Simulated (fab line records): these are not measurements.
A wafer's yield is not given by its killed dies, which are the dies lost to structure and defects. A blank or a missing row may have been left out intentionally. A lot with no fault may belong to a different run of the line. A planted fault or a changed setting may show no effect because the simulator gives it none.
fab line records + flow sky130
record
- lots=13
- wafers=39
- last-day=50
route steps=708 shown NWELL@73 VT_ADJUST_HVTP@95 SD_P@330 RES_XHIGH@360
lots that met no fault: taken from a fault-free run of the same line
start-h: the number of hours between the record's first day and the start of the first shown wafer of the lot + wait-h: time in hours since the lot's previous step + " identical to the entry in the row above + L1.1+2: several wafers, shown together as one row + - no value present, or no start provided + * or withheld: withheld + < > ~ a bound
route shown NAME@n: a module of which the file shows steps, and the number in the route of the first + usual: average and standard deviation across the fault-free wafers + same: alike in all rows + chamber/n: place in a boat + sites: readings site by site + _std_site: how widely they spread, as a standard deviation + _edge_site: inner sites' mean taken away from outer sites' mean + radius-mm: how far each site lies from the wafer's centre + mask NAME#n: copy n + behind: the most recent tool/chamber to have shaped the wafer + hold: cause of the lot's hold/its duration in hours/its outcome + device: transistor that didn't switch, given as n, p or np + end of line: tests of these same wafers at the route's end + step lacking rows: just its recipe + killed: not the wafer's yield, but the dies lost to structure and defects at the first sort + map: a wafer's dies, x killed, . not, _ none there
set.NAME: the setting the step ran with; set.NAME@STEP: the setting that earlier step ran with + model.NAME: the simulator's own value behind a step, which no gauge read
one table for each step of the route and one row for each wafer, over a sample of lots
services: a tool's chamber out of use, with start hour (start-h, from the record's first day; less than 0 if before it), hours out, and reason
## steps
# step SKY_NWELL_EXPOSE_20
# recipe
- mask-id=NWM_COMPLEMENT
- na=0.6
- source-shape=conventional
- sigma-outer=0.6
- polarization=unpolarized
- target-cd-nm=840
- dose-mj=260
# usual
- reticle-temp-C=23.02/0.1
- stage-vel-mm-s=499.98/0.22
| lot.wafer | tool             | chamber | start-h | wait-h | mask                | reticle-temp-C | stage-vel-mm-s |
|-----------|------------------|---------|---------|--------|---------------------|----------------|----------------|
| L762.3    | iline-stepper-02 | 0       | 103.00  | -      | NWM_COMPLEMENT#0    | 23.04          | 499.54         |
| L762.4    | "                | 0       | "       | "      | NWM_COMPLEMENT#0    | 23.08          | 499.85         |
| L762.6    | "                | 0       | "       | "      | NWM_COMPLEMENT#0    | 23.19          | 499.90         |
| L764.1    | iline-stepper-02 | 0       | 115.63  | -      | NWM_COMPLEMENT#0    | 22.98          | 500.08         |
| L764.2    | "                | 0       | "       | "      | NWM_COMPLEMENT#0    | 23.01          | 500.24         |
| L764.3    | "                | 0       | "       | "      | NWM_COMPLEMENT#0    | 23.07          | 499.87         |
| L765.3    | iline-stepper-01 | 0       | 118.06  | -      | NWM_COMPLEMENT#0    | 22.80          | 500.36         |
| L765.4    | "                | 0       | "       | "      | NWM_COMPLEMENT#0    | 22.72          | 500.09         |
| L765.5    | "                | 0       | "       | "      | NWM_COMPLEMENT#0    | 22.88          | 500.07         |
| L767.3    | iline-stepper-01 | 0       | 130.67  | -      | NWM_COMPLEMENT#0    | 22.92          | 500.36         |
| L767.5    | "                | 0       | "       | "      | NWM_COMPLEMENT#0    | 23.10          | 499.83         |
| L767.6    | "                | 0       | "       | "      | NWM_COMPLEMENT#0    | 23.13          | 499.96         |
| L769.2    | iline-stepper-01 | 0       | 139.93  | -      | NWM_COMPLEMENT_R1#0 | 23.20          | 500.20         |
| L769.3    | "                | 0       | "       | "      | NWM_COMPLEMENT_R1#0 | 23.03          | 499.60         |
| L769.6    | "                | 0       | "       | "      | NWM_COMPLEMENT_R1#0 | 23.18          | 500.19         |
| L773.1    | iline-stepper-01 | 0       | 163.65  | -      | NWM_COMPLEMENT#0    | 23.14          | 500.41         |
| L773.2    | "                | 0       | "       | "      | NWM_COMPLEMENT#0    | 23.05          | 500.23         |
| L773.3    | "                | 0       | "       | "      | NWM_COMPLEMENT#0    | 23.10          | 499.90         |
| L774.1    | iline-stepper-01 | 0       | 166.18  | -      | NWM_COMPLEMENT#0    | 23.06          | 499.86         |
| L774.3    | "                | 0       | "       | "      | NWM_COMPLEMENT#0    | 23.13          | 499.64         |
| L774.5    | "                | 0       | "       | "      | NWM_COMPLEMENT#0    | 23.10          | 500.11         |
| L775.3    | iline-stepper-01 | 0       | 169.72  | -      | NWM_COMPLEMENT#0    | 22.90          | 500.11         |
| L775.4    | "                | 0       | "       | "      | NWM_COMPLEMENT#0    | 22.98          | 500.11         |
| L775.6    | "                | 0       | "       | "      | NWM_COMPLEMENT#0    | 22.93          | 500.03         |
| L777.2    | iline-stepper-01 | 0       | 182.53  | -      | NWM_COMPLEMENT#0    | 23.06          | 499.63         |
| L777.3    | "                | 0       | "       | "      | NWM_COMPLEMENT#0    | 23.11          | 499.56         |
| L777.4    | "                | 0       | "       | "      | NWM_COMPLEMENT#0    | 23.03          | 500.04         |
| L780.2    | iline-stepper-01 | 0       | 201.01  | -      | NWM_COMPLEMENT#0    | 23.10          | 499.88         |
| L780.5    | "                | 0       | "       | "      | NWM_COMPLEMENT#0    | 22.99          | 499.95         |
| L780.6    | "                | 0       | "       | "      | NWM_COMPLEMENT#0    | 23.19          | 499.98         |
| L781.2    | iline-stepper-02 | 0       | 204.55  | -      | NWM_COMPLEMENT#0    | 23.12          | 500.10         |
| L781.3    | "                | 0       | "       | "      | NWM_COMPLEMENT#0    | 22.94          | 500.06         |
| L781.6    | "                | 0       | "       | "      | NWM_COMPLEMENT#0    | 22.95          | 499.94         |
| L783.2    | iline-stepper-02 | 0       | 222.18  | -      | NWM_COMPLEMENT#0    | 23.03          | 499.86         |
| L783.5    | "                | 0       | "       | "      | NWM_COMPLEMENT#0    | 23.04          | 500.02         |
| L783.6    | "                | 0       | "       | "      | NWM_COMPLEMENT#0    | 23.19          | 500.06         |
| L784.4    | iline-stepper-01 | 0       | 227.13  | -      | NWM_COMPLEMENT#0    | 23.10          | 500.02         |
| L784.5    | "                | 0       | "       | "      | NWM_COMPLEMENT#0    | 23.00          | 500.19         |
| L784.6    | "                | 0       | "       | "      | NWM_COMPLEMENT#0    | 23.08          | 499.63         |
# step SKY_VT_ADJUST_HVTP_STRIP_10
# recipe
- chemistry=O2/N2
- power-w=1400
- pressure-mtorr=1500
- platen-temp-c=withheld
- o2-flow-sccm=3000
- n2-flow-sccm=300
- overash-fraction=0.5
# usual
- drypump-motor-current-A=5.8/0.4
- oes-product-au=0.716/0.0045
- strip-time-to-endpoint-s=14.19/0.04
# same
- overash-fraction=0.5
| lot.wafer | tool            | chamber | start-h | wait-h | drypump-motor-current-A | oes-product-au | rf-hours-counter-h | strip-time-to-endpoint-s |
|-----------|-----------------|---------|---------|--------|-------------------------|----------------|--------------------|--------------------------|
| L762.3    | plasma-asher-04 | 0       | 131.62  | 0.1    | 5.9                     | 0.719          | -                  | 14.22                    |
| L762.4    | "               | 1       | "       | "      | 5.6                     | 0.714          | -                  | 14.17                    |
| L762.6    | "               | 1       | "       | "      | 5.6                     | 0.714          | -                  | 14.22                    |
| L764.1    | plasma-asher-04 | 1       | 143.55  | 0.1    | 5.6                     | 0.717          | 33                 | 14.21                    |
| L764.2    | "               | 0       | "       | "      | 5.9                     | 0.716          | 33                 | 14.22                    |
| L764.3    | "               | 0       | "       | "      | 5.9                     | 0.718          | -                  | 14.19                    |
| L765.3    | plasma-asher-03 | 1       | 147.10  | 0.1    | 5.9                     | 0.714          | -                  | 14.17                    |
| L765.4    | "               | 0       | "       | "      | 6.4                     | 0.717          | -                  | 14.18                    |
| L765.5    | "               | 0       | "       | "      | 6.3                     | 0.710          | -                  | 14.17                    |
| L767.3    | plasma-asher-04 | 0       | 161.27  | 0.1    | 6.0                     | 0.722          | -                  | 14.22                    |
| L767.5    | "               | 1       | "       | "      | 5.6                     | 0.716          | -                  | 14.20                    |
| L767.6    | "               | 0       | "       | "      | 5.9                     | 0.714          | -                  | 14.22                    |
| L769.2    | plasma-asher-02 | 0       | 169.77  | 0.1    | 5.9                     | 0.719          | 50                 | 14.18                    |
| L769.3    | "               | 1       | "       | "      | 5.0                     | 0.714          | -                  | 14.12                    |
| L769.6    | "               | 0       | "       | "      | 6.0                     | 0.714          | -                  | 14.18                    |
| L773.1    | plasma-asher-02 | 0       | 195.09  | 0.1    | 6.0                     | 0.721          | 53                 | 14.19                    |
| L773.2    | "               | 1       | "       | "      | 5.0                     | 0.716          | 53                 | 14.18                    |
| L773.3    | "               | 1       | "       | "      | 5.0                     | 0.716          | -                  | 14.18                    |
| L774.1    | plasma-asher-04 | 0       | 198.00  | 0.1    | 5.9                     | 0.717          | 38                 | 14.15                    |
| L774.3    | "               | 1       | "       | "      | 5.7                     | 0.714          | -                  | 14.13                    |
| L774.5    | "               | 0       | "       | "      | 5.9                     | 0.708          | -                  | 14.13                    |
| L775.3    | plasma-asher-03 | 1       | 201.63  | 0.1    | 5.9                     | 0.716          | -                  | 14.27                    |
| L775.4    | "               | 0       | "       | "      | 6.3                     | 0.711          | -                  | 14.25                    |
| L775.6    | "               | 0       | "       | "      | 6.3                     | 0.719          | -                  | 14.25                    |
| L777.2    | plasma-asher-04 | 0       | 213.84  | 0.1    | 5.9                     | 0.714          | 40                 | 14.20                    |
| L777.3    | "               | 1       | "       | "      | 5.6                     | 0.713          | -                  | 14.20                    |
| L777.4    | "               | 0       | "       | "      | 5.9                     | 0.714          | -                  | 14.21                    |
| L780.2    | plasma-asher-02 | 1       | 234.44  | 0.1    | 5.0                     | 0.722          | 57                 | 14.20                    |
| L780.5    | "               | 0       | "       | "      | 6.0                     | 0.711          | -                  | 14.18                    |
| L780.6    | "               | 1       | "       | "      | 5.0                     | 0.713          | -                  | 14.21                    |
| L781.2    | plasma-asher-03 | 0       | 237.05  | 0.1    | 6.3                     | 0.725          | 12                 | 14.18                    |
| L781.3    | "               | 0       | "       | "      | 6.4                     | 0.712          | -                  | 14.17                    |
| L781.6    | "               | 1       | "       | "      | 5.9                     | 0.714          | -                  | 14.20                    |
| L783.2    | plasma-asher-04 | 0       | 256.34  | 0.1    | 6.0                     | 0.707          | 44                 | 14.13                    |
| L783.5    | "               | 0       | "       | "      | 5.9                     | 0.723          | -                  | 14.21                    |
| L783.6    | "               | 1       | "       | "      | 5.6                     | 0.723          | -                  | 14.19                    |
| L784.4    | plasma-asher-03 | 1       | 260.68  | 0.1    | 5.9                     | 0.717          | -                  | 14.18                    |
| L784.5    | "               | 0       | "       | "      | 6.3                     | 0.717          | -                  | 14.16                    |
| L784.6    | "               | 1       | "       | "      | 5.9                     | 0.711          | -                  | 14.14                    |
# step SKY_SD_P_STRIP_10
# recipe
- chemistry=O2/N2
- power-w=1400
- pressure-mtorr=1500
- platen-temp-c=withheld
- o2-flow-sccm=3000
- n2-flow-sccm=300
- overash-fraction=0.5
# usual
- drypump-motor-current-A=5.8/0.57
- oes-product-au=0.618/0.0045
- strip-time-to-endpoint-s=17.50/0.042
# same
- overash-fraction=0.5
| lot.wafer | tool            | chamber | start-h | wait-h | drypump-motor-current-A | oes-product-au | rf-hours-counter-h | strip-time-to-endpoint-s |
|-----------|-----------------|---------|---------|--------|-------------------------|----------------|--------------------|--------------------------|
| L762.3    | plasma-asher-02 | 0       | 603.85  | 0.1    | 6.0                     | 0.623          | -                  | 17.42                    |
| L762.4    | "               | 1       | "       | "      | 5.0                     | 0.610          | -                  | 17.50                    |
| L762.6    | "               | 1       | "       | "      | 5.0                     | 0.623          | -                  | 17.46                    |
| L764.1    | plasma-asher-04 | 0       | 613.40  | 0.1    | 6.0                     | 0.621          | 80                 | 17.47                    |
| L764.2    | "               | 1       | "       | "      | 5.6                     | 0.614          | 80                 | 17.45                    |
| L764.3    | "               | 0       | "       | "      | 5.9                     | 0.619          | -                  | 17.48                    |
| L765.3    | plasma-asher-02 | 1       | 618.83  | 0.1    | 5.0                     | 0.612          | -                  | 17.41                    |
| L765.4    | "               | 0       | "       | "      | 6.0                     | 0.620          | -                  | 17.46                    |
| L765.5    | "               | 0       | "       | "      | 6.0                     | 0.619          | -                  | 17.49                    |
| L767.3    | plasma-asher-01 | 0       | 629.50  | 0.1    | 5.6                     | 0.617          | -                  | 17.40                    |
| L767.5    | "               | 0       | "       | "      | 5.6                     | 0.622          | -                  | 17.48                    |
| L767.6    | "               | 1       | "       | "      | 6.7                     | 0.614          | -                  | 17.44                    |
| L769.2    | plasma-asher-01 | 1       | 648.81  | 0.1    | 6.7                     | 0.623          | 91                 | 17.53                    |
| L769.3    | "               | 1       | "       | "      | 6.7                     | 0.613          | -                  | 17.53                    |
| L769.6    | "               | 1       | "       | "      | 6.7                     | 0.620          | -                  | 17.50                    |
| L773.1    | plasma-asher-01 | 1       | 682.38  | 0.1    | 6.7                     | 0.623          | 94                 | 17.47                    |
| L773.2    | "               | 0       | "       | "      | 5.5                     | 0.623          | 94                 | 17.42                    |
| L773.3    | "               | 0       | "       | "      | 5.6                     | 0.618          | -                  | 17.49                    |
| L774.1    | plasma-asher-02 | 1       | 685.46  | 0.1    | 5.0                     | 0.617          | 27                 | 17.43                    |
| L774.3    | "               | 0       | "       | "      | 6.0                     | 0.613          | -                  | 17.41                    |
| L774.5    | "               | 0       | "       | "      | 6.0                     | 0.613          | -                  | 17.42                    |
| L775.3    | plasma-asher-02 | 0       | 694.22  | 0.1    | 6.0                     | 0.624          | -                  | 17.54                    |
| L775.4    | "               | 1       | "       | "      | 5.0                     | 0.621          | -                  | 17.51                    |
| L775.6    | "               | 0       | "       | "      | 6.0                     | 0.614          | -                  | 17.54                    |
| L777.2    | plasma-asher-02 | 0       | 707.60  | 0.1    | 6.0                     | 0.625          | 29                 | 17.55                    |
| L777.3    | "               | 0       | "       | "      | 6.0                     | 0.625          | -                  | 17.52                    |
| L777.4    | "               | 1       | "       | "      | 5.0                     | 0.613          | -                  | 17.51                    |
| L780.2    | plasma-asher-02 | 1       | 738.41  | 0.1    | 4.9                     | 0.621          | 32                 | 17.54                    |
| L780.5    | "               | 0       | "       | "      | 6.0                     | 0.616          | -                  | 17.53                    |
| L780.6    | "               | 1       | "       | "      | 4.9                     | 0.617          | -                  | 17.59                    |
| L781.2    | plasma-asher-02 | 1       | 739.64  | 0.1    | 5.0                     | 0.629          | 33                 | 17.52                    |
| L781.3    | "               | 1       | "       | "      | 5.0                     | 0.614          | -                  | 17.58                    |
| L781.6    | "               | 1       | "       | "      | 4.9                     | 0.619          | -                  | 17.56                    |
| L783.2    | plasma-asher-01 | 1       | 757.60  | 0.1    | 6.8                     | 0.626          | 1                  | 17.49                    |
| L783.5    | "               | 1       | "       | "      | 6.7                     | 0.617          | -                  | 17.51                    |
| L783.6    | "               | 0       | "       | "      | 5.6                     | 0.615          | -                  | 17.53                    |
| L784.4    | plasma-asher-04 | 0       | 761.57  | 0.1    | 5.9                     | 0.619          | -                  | 17.48                    |
| L784.5    | "               | 0       | "       | "      | 5.9                     | 0.626          | -                  | 17.52                    |
| L784.6    | "               | 1       | "       | "      | 5.6                     | 0.621          | -                  | 17.51                    |
# step SKY_SD_N_RS_MEAS_18
# recipe
- thk-meas-gauge=four-point-probe
# usual
- RES_XHIGH_RS=333.1/1.1
| lot.wafer | tool          | chamber | start-h | wait-h | RES_XHIGH_RS[ohm/sq] |
|-----------|---------------|---------|---------|--------|----------------------|
| L762.3    | film-metro-01 | -       | 663.31  | 0.1    | 333.6                |
| L762.4    | "             | -       | "       | "      | 333.0                |
| L762.6    | "             | -       | "       | "      | 334.0                |
| L764.1    | film-metro-03 | -       | 671.48  | 0.1    | 331.4                |
| L764.2    | "             | -       | "       | "      | 332.7                |
| L764.3    | "             | -       | "       | "      | 330.4                |
| L765.3    | film-metro-04 | -       | 677.58  | 0.1    | 334.7                |
| L765.4    | "             | -       | "       | "      | 335.2                |
| L765.5    | "             | -       | "       | "      | 334.9                |
| L767.3    | film-metro-03 | -       | 687.38  | 0.1    | 333.5                |
| L767.5    | "             | -       | "       | "      | 332.4                |
| L767.6    | "             | -       | "       | "      | 333.9                |
| L769.2    | film-metro-01 | -       | 706.50  | 0.1    | 332.5                |
| L769.3    | "             | -       | "       | "      | 333.9                |
| L769.6    | "             | -       | "       | "      | 333.5                |
| L773.1    | film-metro-03 | -       | 740.31  | 0.1    | 331.5                |
| L773.2    | "             | -       | "       | "      | 332.9                |
| L773.3    | "             | -       | "       | "      | 332.3                |
| L774.1    | film-metro-04 | -       | 742.08  | 0.1    | 334.2                |
| L774.3    | "             | -       | "       | "      | 333.6                |
| L774.5    | "             | -       | "       | "      | 335.1                |
| L775.3    | film-metro-04 | -       | 750.81  | 0.1    | 332.6                |
| L775.4    | "             | -       | "       | "      | 331.7                |
| L775.6    | "             | -       | "       | "      | 332.9                |
| L777.2    | film-metro-03 | -       | 763.34  | 0.1    | 333.8                |
| L777.3    | "             | -       | "       | "      | 334.7                |
| L777.4    | "             | -       | "       | "      | 334.6                |
| L780.2    | film-metro-04 | -       | 793.25  | 0.1    | 331.6                |
| L780.5    | "             | -       | "       | "      | 331.8                |
| L780.6    | "             | -       | "       | "      | 332.1                |
| L781.2    | film-metro-04 | -       | 794.14  | 0.1    | 333.1                |
| L781.3    | "             | -       | "       | "      | 333.7                |
| L781.6    | "             | -       | "       | "      | 333.2                |
| L783.2    | film-metro-01 | -       | 811.46  | 0.1    | 334.7                |
| L783.5    | "             | -       | "       | "      | 333.2                |
| L783.6    | "             | -       | "       | "      | 332.5                |
| L784.4    | film-metro-03 | -       | 815.10  | 0.1    | 332.4                |
| L784.5    | "             | -       | "       | "      | 333.8                |
| L784.6    | "             | -       | "       | "      | 332.4                |
## services
| tool             | chamber | start-h | hours | kind   |
|------------------|---------|---------|-------|--------|
| plasma-asher-03  | -       | 108.75  | 9.0   | pm     |
| iline-stepper-02 | -       | 120.89  | 8.9   | pm     |
| plasma-asher-03  | -       | 134.32  | 4.6   | repair |
| iline-stepper-02 | -       | 139.32  | 4.3   | pm     |
| iline-stepper-01 | -       | 143.65  | 1.7   | pm     |
| plasma-asher-02  | -       | 157.40  | 0.4   | repair |
| plasma-asher-02  | -       | 175.27  | 1.8   | repair |
| plasma-asher-01  | -       | 206.01  | 6.3   | repair |
| iline-stepper-01 | -       | 250.90  | 3.5   | repair |
| plasma-asher-01  | -       | 254.36  | 20.7  | repair |
| plasma-asher-02  | -       | 334.86  | 4.1   | repair |
| iline-stepper-01 | -       | 360.48  | 1.7   | pm     |
| iline-stepper-01 | -       | 387.67  | 14.8  | repair |
| plasma-asher-02  | -       | 421.25  | 9.0   | pm     |
| plasma-asher-02  | -       | 478.23  | 3.8   | repair |
| plasma-asher-04  | -       | 479.54  | 2.8   | pm     |
| plasma-asher-02  | -       | 491.20  | 1.4   | repair |
| iline-stepper-01 | -       | 529.99  | 0.5   | repair |
| iline-stepper-01 | -       | 578.66  | 1.7   | pm     |
| iline-stepper-01 | -       | 580.40  | 2.1   | pm     |
| iline-stepper-01 | -       | 602.90  | 20.7  | repair |
| plasma-asher-02  | -       | 611.59  | 2.8   | pm     |
| plasma-asher-04  | -       | 695.19  | 4.2   | repair |
| iline-stepper-01 | -       | 731.59  | 4.2   | repair |
## key
first-sign
- step=SKY_NWELL_EXPOSE_20
- reading=mask
- direction=changed
effect none on later readings
met-at SKY_NWELL_EXPOSE_20
struck-lots L769
rows-end L769.2,L769.3,L769.6
not-acting-at SKY_VT_ADJUST_HVTP_STRIP_10,SKY_SD_P_STRIP_10,SKY_SD_N_RS_MEAS_18
onset-between 130.67 139.93
fault
- kind=wrong-mask
- tool=any
- chamber=-
- onset-h=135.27
- steps=SKY_NWELL_EXPOSE_20
- aux-copy=NWM_COMPLEMENT_R1#0
- cd-offset-nm=-101
- scope=struck-lots-only
# rows-end: these wafers met a further fault down the route, and their rows from its step on are left out
